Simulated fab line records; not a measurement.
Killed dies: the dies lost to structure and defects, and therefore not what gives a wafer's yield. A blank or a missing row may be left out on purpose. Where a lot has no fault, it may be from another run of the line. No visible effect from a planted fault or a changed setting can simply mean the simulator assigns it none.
fab line records	flow gf180mcu
[record] lots = 7	wafers = 21	last-day = 34
route steps=602 shown MVSD@76 MVPSD@78 VT_IMPLANT@90
lots with no fault: from the same line, run without faults
start-h: the number of hours between the record's first day and the start of the first shown wafer of the lot	wait-h: hours elapsed since this lot's preceding step	" identical to the entry in the row above	L1.1+2: one row covering several wafers at once	- either no value or no given start	* or withheld: withheld	< > ~ a bound
route shown NAME@n: NAME is a module with steps in the file, n the number in the route of the first one	usual: the fault-free wafers' mean and standard deviation	same: alike in all rows	chamber/n: place in a boat	sites: per-site readings	_std_site: standard deviation of those values	_edge_site: inner sites' mean taken away from outer sites' mean	radius-mm: how far each site lies from the wafer's centre	mask NAME#n: copy n	behind: tool/chamber where the wafer was last shaped	hold: why the lot was held/for how many hours/how that ended	device: names the non-switching transistor (n, p or np)	end of line: the same wafers' tests at the end of the route	a step with no rows: only its recipe	killed: not the wafer's yield, but the dies lost to structure and defects at the first sort	map: per-die view of a wafer (x killed, . not killed, _ where there is no die)
set.NAME: the setting the step ran with; set.NAME@STEP: the setting that earlier step ran with	model.NAME: the simulator's own value behind a step, which no gauge read
certain route steps with their lots: each step a table, each wafer a row
services: a tool's chamber out of use, with start hour (start-h, from the record's first day; less than 0 if before it), hours out, and reason
[[steps]]
[step GF_MVSD_STRIP_10]
[recipe] chemistry = O2/N2	power-w = 1400	pressure-mtorr = 1500	platen-temp-c = 250	o2-flow-sccm = 3000	n2-flow-sccm = 300	overash-fraction = 0.5
[usual] chamber-pressure-mTorr = 1499.8/1.4	drypump-motor-current-A = 5.5/0.52	heater-power-w = 330/27	oes-product-au = 0.723/0.0042	strip-time-to-endpoint-s = 37.03/0.1
lot.wafer	tool	chamber	start-h	wait-h	chamber-pressure-mTorr	drypump-motor-current-A	heater-power-w	oes-product-au	rf-hours-counter-h	strip-time-to-endpoint-s
L380.2	plasma-asher-02	1	83.73	0.1	1501.1	5.4	367	0.735	44	37.28
L380.5	"	1	"	"	1500.8	5.5	363	0.720	-	37.11
L380.6	"	0	"	"	1500.7	4.7	296	0.712	-	37.19
L384.3	plasma-asher-04	1	107.19	0.1	1499.8	6.0	352	0.719	-	37.02
L384.5	"	1	"	"	1500.9	6.0	357	0.732	-	36.99
L384.6	"	0	"	"	1499.5	5.3	325	0.716	-	37.02
L385.1	plasma-asher-02	0	111.29	0.1	1499.8	4.7	291	0.719	47	36.98
L385.4	"	0	"	"	1501.3	4.7	284	0.716	-	37.00
L385.5	"	0	"	"	1501.0	4.7	285	0.725	-	36.96
L386.2	plasma-asher-02	1	118.93	0.1	1499.6	5.5	359	0.719	48	36.80
L386.5	"	0	"	"	1502.0	4.7	296	0.722	-	37.08
L386.6	"	1	"	"	1497.4	5.5	378	0.726	-	36.90
L396.3	plasma-asher-02	0	177.86	0.1	1500.3	4.7	289	0.720	-	37.26
L396.4	"	1	"	"	1499.9	5.5	368	0.720	-	37.24
L396.5	"	0	"	"	1501.1	4.7	288	0.728	-	37.28
L400.3	plasma-asher-04	1	199.42	0.1	1503.4	6.0	353	0.721	-	37.12
L400.5	"	0	"	"	1501.9	5.3	318	0.727	-	37.11
L400.6	"	1	"	"	1498.7	6.0	349	0.731	-	37.15
L401.1	plasma-asher-02	1	206.28	0.1	1502.1	5.5	370	0.722	57	36.99
L401.3	"	0	"	"	1499.0	4.7	296	0.723	-	36.96
L401.4	"	1	"	"	1498.5	5.4	365	0.717	-	36.95
[step GF_MVSD_TW_MEAS_11]
[usual] MVSD_TW = 1583/17
lot.wafer	tool	chamber	start-h	wait-h	MVSD_TW
L380.2	film-metro-01	-	83.84	0.1	1577
L380.5	"	-	"	"	1580
L380.6	"	-	"	"	1586
L384.3	film-metro-01	-	107.27	0.1	1587
L384.5	"	-	"	"	1599
L384.6	"	-	"	"	1585
L385.1	film-metro-01	-	111.39	0.1	1584
L385.4	"	-	"	"	1583
L385.5	"	-	"	"	1594
L386.2	film-metro-02	-	119.04	0.1	1595
L386.5	"	-	"	"	1582
L386.6	"	-	"	"	1589
L396.3	film-metro-02	-	177.95	0.1	1596
L396.4	"	-	"	"	1606
L396.5	"	-	"	"	1595
L400.3	film-metro-04	-	199.51	0.1	1552
L400.5	"	-	"	"	1551
L400.6	"	-	"	"	1544
L401.1	film-metro-02	-	206.38	0.1	1603
L401.3	"	-	"	"	1607
L401.4	"	-	"	"	1603
[step GF_MVPSD_DEHYDRATE_00]
[recipe] temp-c = 200	time-s = 60
[step GF_MVPSD_HMDS_01]
[recipe] prime-time-s = 60	prime-temp-c = 120
[step GF_MVPSD_COAT_02]
[recipe] spin-rpm = 2000	resist-thk-nm = 3000
[step GF_MVPSD_SOFTBAKE_03]
[recipe] temp-c = 110	time-s = withheld
[step GF_MVPSD_EXPOSE_04]
[recipe] mask-id = MVPSD	target-cd-nm = 1000	na = 0.6	source-shape = conventional	sigma-outer = 0.6	dose-mj = 260
[step GF_MVPSD_PEB_05]
[recipe] temp-c = 115	time-s = withheld
[step GF_MVPSD_DEVELOP_06]
[recipe] wall-angle-deg = 90	develop-time-s = 60	dev-temp-c = 23
[step GF_MVPSD_OVL_MEAS_07]
[usual] MVPSD_OVL = 1.1/1.3
lot.wafer	tool	chamber	start-h	wait-h	MVPSD_OVL[nm]
L380.2	overlay-01	-	97.17	-	3.2
L380.5	"	-	"	"	3.6
L380.6	"	-	"	"	0.3
L384.3	overlay-02	-	122.28	-	3.2
L384.5	"	-	"	"	2.9
L384.6	"	-	"	"	3.2
L385.1	overlay-01	-	126.75	-	0.2
L385.4	"	-	"	"	3.1
L385.5	"	-	"	"	0.7
L386.2	overlay-02	-	134.27	-	1.1
L386.5	"	-	"	"	0.2
L386.6	"	-	"	"	0.4
L396.3	overlay-02	-	195.13	-	-2.2
L396.4	"	-	"	"	-1.1
L396.5	"	-	"	"	-1.1
L400.3	overlay-02	-	217.63	-	-1.0
L400.5	"	-	"	"	0.5
L400.6	"	-	"	"	0.2
L401.1	overlay-02	-	223.51	-	-0.8
L401.3	"	-	"	"	0.9
L401.4	"	-	"	"	-0.7
[step GF_MVPSD_IMPLANT_08]
[recipe] species = B	energy-kev = 170	dose-cm2 = 1.5e+13	tilt-deg = 0
[step GF_MVPSD_IMPLANT_09]
[recipe] species = B	energy-kev = 40	dose-cm2 = 5e+12	tilt-deg = 0
[step GF_MVPSD_STRIP_10]
[recipe] chemistry = O2/N2	power-w = 1400	pressure-mtorr = 1500	platen-temp-c = 250	o2-flow-sccm = 3000	n2-flow-sccm = 300	overash-fraction = 0.5
[usual] chamber-pressure-mTorr = 1500.1/1.3	drypump-motor-current-A = 5.8/0.41	heater-power-w = 327/18	oes-product-au = 0.723/0.0047	strip-time-to-endpoint-s = 37.01/0.1
lot.wafer	tool	chamber	start-h	wait-h	chamber-pressure-mTorr	drypump-motor-current-A	heater-power-w	oes-product-au	rf-hours-counter-h	strip-time-to-endpoint-s	model.coat_of_MVPSD_COAT_02.thk-nm
L380.2	plasma-asher-03	1	97.50	0.1	1499.9	5.6	300	0.719	47	36.93	0
L380.5	"	1	"	"	1499.2	5.6	303	0.727	-	36.93	0
L380.6	"	0	"	"	1500.3	5.2	321	0.716	-	36.92	0
L384.3	plasma-asher-01	1	122.64	0.1	-	-	-	-	-	-	3009
L384.5	"	0	"	"	-	-	-	-	-	-	3011
L384.6	"	1	"	"	-	-	-	-	-	-	3031
L385.1	plasma-asher-01	1	127.09	0.1	-	-	-	-	-	-	3001
L385.4	"	1	"	"	-	-	-	-	-	-	3002
L385.5	"	1	"	"	-	-	-	-	-	-	2992
L386.2	plasma-asher-04	1	134.60	0.1	-	-	-	-	-	-	3007
L386.5	"	0	"	"	-	-	-	-	-	-	2997
L386.6	"	1	"	"	-	-	-	-	-	-	2993
L396.3	plasma-asher-04	1	195.48	0.1	1501.2	6.0	341	0.717	-	36.87	0
L396.4	"	0	"	"	1500.2	5.3	321	0.726	-	36.85	0
L396.5	"	0	"	"	1499.5	5.3	318	0.731	-	36.97	0
L400.3	plasma-asher-03	0	217.98	0.1	1500.2	5.2	330	0.722	-	37.09	0
L400.5	"	0	"	"	1499.9	5.2	332	0.730	-	37.03	0
L400.6	"	1	"	"	1500.8	5.7	298	0.725	-	37.11	0
L401.1	plasma-asher-01	0	223.85	0.1	1500.8	6.3	341	0.724	40	37.11	0
L401.3	"	0	"	"	1499.3	6.3	338	0.721	-	37.10	0
L401.4	"	1	"	"	1501.6	6.1	315	0.730	-	37.15	0
[step GF_MVPSD_TW_MEAS_11]
[usual] MVPSD_TW = 554/6.5
lot.wafer	tool	chamber	start-h	wait-h	MVPSD_TW
L380.2	film-metro-04	-	97.61	0.1	547
L380.5	"	-	"	"	546
L380.6	"	-	"	"	545
L384.3	film-metro-04	-	122.72	0.1	546
L384.5	"	-	"	"	543
L384.6	"	-	"	"	545
L385.1	film-metro-01	-	127.19	0.1	556
L385.4	"	-	"	"	556
L385.5	"	-	"	"	551
L386.2	film-metro-02	-	134.71	0.1	555
L386.5	"	-	"	"	557
L386.6	"	-	"	"	561
L396.3	film-metro-04	-	195.57	0.1	543
L396.4	"	-	"	"	545
L396.5	"	-	"	"	545
L400.3	film-metro-04	-	218.07	0.1	542
L400.5	"	-	"	"	544
L400.6	"	-	"	"	543
L401.1	film-metro-01	-	223.95	0.1	559
L401.3	"	-	"	"	556
L401.4	"	-	"	"	561
[step GF_VT_IMPLANT_DEHYDRATE_00]
[recipe] temp-c = 200	time-s = 60
[step GF_VT_IMPLANT_HMDS_01]
[recipe] prime-time-s = 60	prime-temp-c = 120
[step GF_VT_IMPLANT_COAT_02]
[recipe] resist = NOVOLAK	spin-rpm = 3000	resist-thk-nm = 1000
[step GF_VT_IMPLANT_SOFTBAKE_03]
[recipe] temp-c = 90	time-s = 60	resist = NOVOLAK
[step GF_VT_IMPLANT_EXPOSE_04]
[recipe] mask-id = LVPWELL_LV_AREA	target-cd-nm = 600	na = 0.6	source-shape = conventional	sigma-outer = 0.6	dose-mj = 140
[step GF_VT_IMPLANT_PEB_05]
[recipe] temp-c = withheld	time-s = *	resist = NOVOLAK
[step GF_VT_IMPLANT_DEVELOP_06]
[recipe] develop-time-s = 60	dev-temp-c = 23
[step GF_VT_IMPLANT_OVL_MEAS_07]
[usual] VT_IMPLANT_OVL = -1.0/1.2
lot.wafer	tool	chamber	start-h	wait-h	VT_IMPLANT_OVL[nm]
L380.2	overlay-02	-	111.45	0.1	-2.3
L380.5	"	-	"	"	0.1
L380.6	"	-	"	"	-2.1
L384.3	overlay-01	-	137.96	0.1	1.2
L384.5	"	-	"	"	-0.1
L384.6	"	-	"	"	1.1
L385.1	overlay-01	-	142.00	0.1	-0.2
L385.4	"	-	"	"	0.1
L385.5	"	-	"	"	-0.7
L386.2	overlay-02	-	149.67	0.1	-1.7
L386.5	"	-	"	"	-1.6
L386.6	"	-	"	"	-1.5
L396.3	overlay-02	-	213.36	0.1	-1.7
L396.4	"	-	"	"	-2.4
L396.5	"	-	"	"	-1.7
L400.3	overlay-02	-	235.96	0.1	-3.1
L400.5	"	-	"	"	-0.2
L400.6	"	-	"	"	-2.0
L401.1	overlay-01	-	241.85	0.1	-1.7
L401.3	"	-	"	"	0.0
L401.4	"	-	"	"	-3.1
[step GF_VT_IMPLANT_IMPLANT_08]
[recipe] species = BF2	energy-kev = 20	dose-cm2 = 8.29e+12	tilt-deg = 7
[step GF_VT_IMPLANT_STRIP_09]
[recipe] chemistry = O2/N2	power-w = 1400	pressure-mtorr = 1500	platen-temp-c = 250	o2-flow-sccm = 3000	n2-flow-sccm = 300	overash-fraction = 0.5
[usual] chamber-pressure-mTorr = 1500.1/1.2	drypump-motor-current-A = 5.6/0.51	heater-power-w = 322/26	oes-product-au = 0.717/0.0051	strip-time-to-endpoint-s = 12.645/0.029
lot.wafer	tool	chamber	start-h	wait-h	chamber-pressure-mTorr	drypump-motor-current-A	heater-power-w	oes-product-au	rf-hours-counter-h	strip-time-to-endpoint-s
L380.2	plasma-asher-02	1	111.63	0.1	1499.3	5.4	358	0.712	47	12.626
L380.5	"	0	"	"	1499.6	4.7	294	0.713	-	12.651
L380.6	"	1	"	"	1498.8	5.4	371	0.718	-	12.664
L384.3	plasma-asher-03	1	138.17	0.1	1499.6	5.6	288	0.721	-	57.344
L384.5	"	0	"	"	1498.7	5.2	336	0.725	-	57.335
L384.6	"	1	"	"	1499.8	5.6	295	0.731	-	57.623
L385.1	plasma-asher-03	1	142.18	0.1	1499.1	5.6	286	0.728	2	57.227
L385.4	"	1	"	"	1503.7	5.6	299	0.724	-	57.224
L385.5	"	0	"	"	1500.8	5.2	339	0.733	-	57.034
L386.2	plasma-asher-03	1	149.85	0.1	1499.1	5.6	292	0.741	2	57.277
L386.5	"	1	"	"	1498.0	5.6	296	0.726	-	57.125
L386.6	"	0	"	"	1500.5	5.2	331	0.734	-	57.063
L396.3	plasma-asher-01	0	213.59	0.1	1498.9	6.3	345	0.717	-	12.634
L396.4	"	1	"	"	1500.7	6.1	321	0.709	-	12.595
L396.5	"	1	"	"	1500.9	6.1	308	0.715	-	12.611
L400.3	plasma-asher-01	1	236.17	0.1	1500.0	6.0	319	0.713	-	12.685
L400.5	"	1	"	"	1499.5	6.0	323	0.716	-	12.635
L400.6	"	0	"	"	1499.9	6.3	347	0.719	-	12.639
L401.1	plasma-asher-01	0	242.03	0.1	1499.9	6.3	343	0.712	42	12.662
L401.3	"	1	"	"	1502.7	6.0	324	0.722	-	12.643
L401.4	"	0	"	"	1498.5	6.3	348	0.711	-	12.651
[step GF_VT_IMPLANT_TW_MEAS_10]
[usual] VT_IMPLANT_TW = 565/6.3
lot.wafer	tool	chamber	start-h	wait-h	VT_IMPLANT_TW
L380.2	film-metro-02	-	111.74	0.1	568
L380.5	"	-	"	"	568
L380.6	"	-	"	"	570
L384.3	film-metro-03	-	138.26	0.1	30
L384.5	"	-	"	"	30
L384.6	"	-	"	"	30
L385.1	film-metro-04	-	142.28	0.1	29
L385.4	"	-	"	"	29
L385.5	"	-	"	"	29
L386.2	film-metro-02	-	149.96	0.1	30
L386.5	"	-	"	"	30
L386.6	"	-	"	"	30
L396.3	film-metro-02	-	213.67	0.1	568
L396.4	"	-	"	"	570
L396.5	"	-	"	"	568
L400.3	film-metro-02	-	236.25	0.1	564
L400.5	"	-	"	"	565
L400.6	"	-	"	"	565
L401.1	film-metro-04	-	242.13	0.1	553
L401.3	"	-	"	"	557
L401.4	"	-	"	"	553
[step GF_VT_IMPLANT_DEHYDRATE_11]
[recipe] temp-c = 200	time-s = 60
[[services]]
tool	chamber	start-h	hours	kind
plasma-asher-04	-	66.92	0.8	repair
plasma-asher-04	-	81.04	2.8	pm
plasma-asher-03	-	108.75	9.0	pm
plasma-asher-03	0	108.75	9.0	vent-cycle
plasma-asher-03	1	108.75	9.0	vent-cycle
plasma-asher-03	0	117.75	-	clean
plasma-asher-03	1	117.75	-	clean
plasma-asher-03	-	120.32	7.0	pm
[[key]]
[first-sign] step = GF_MVPSD_STRIP_10	reading = tool-record	direction = missing
[effect] step = GF_VT_IMPLANT_STRIP_09	reading = strip-time-to-endpoint-s	direction = up	sigmas = 99+	usual = *	struck = *
[effect] step = GF_VT_IMPLANT_TW_MEAS_10	reading = VT_IMPLANT_TW	direction = down	sigmas = 85	usual = 565	struck = 30
[model-effect] step = GF_MVPSD_STRIP_10	value = coat_of_MVPSD_COAT_02.thk-nm	without = 0	struck = 3005
met-at GF_MVPSD_STRIP_10
struck-wafers L384.3,L384.5,L384.6,L385.1,L385.4,L385.5,L386.2,L386.5,L386.6
sort-left-out L384.3,L384.5,L384.6,L385.1,L385.4,L385.5,L386.2,L386.5,L386.6
tester-left-out L384,L385,L386
[fault] kind = skipped-step-whole	tool = plasma-asher-01,plasma-asher-04	chamber = -	onset-h = 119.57	steps = GF_MVPSD_STRIP_10	scope = struck-lots-only
// tester-left-out: of these lots the tester's yield and bins aren't shown, on N5 and GAA mostly nor the transistor test; their killed dies are dies lost to structure and defects alone, not to doping, threshold or leakage, so they don't give the yield
// sort-left-out: the simulated sort isn't trusted on such a fault, so these wafers' sort isn't shown, and their yield isn't known
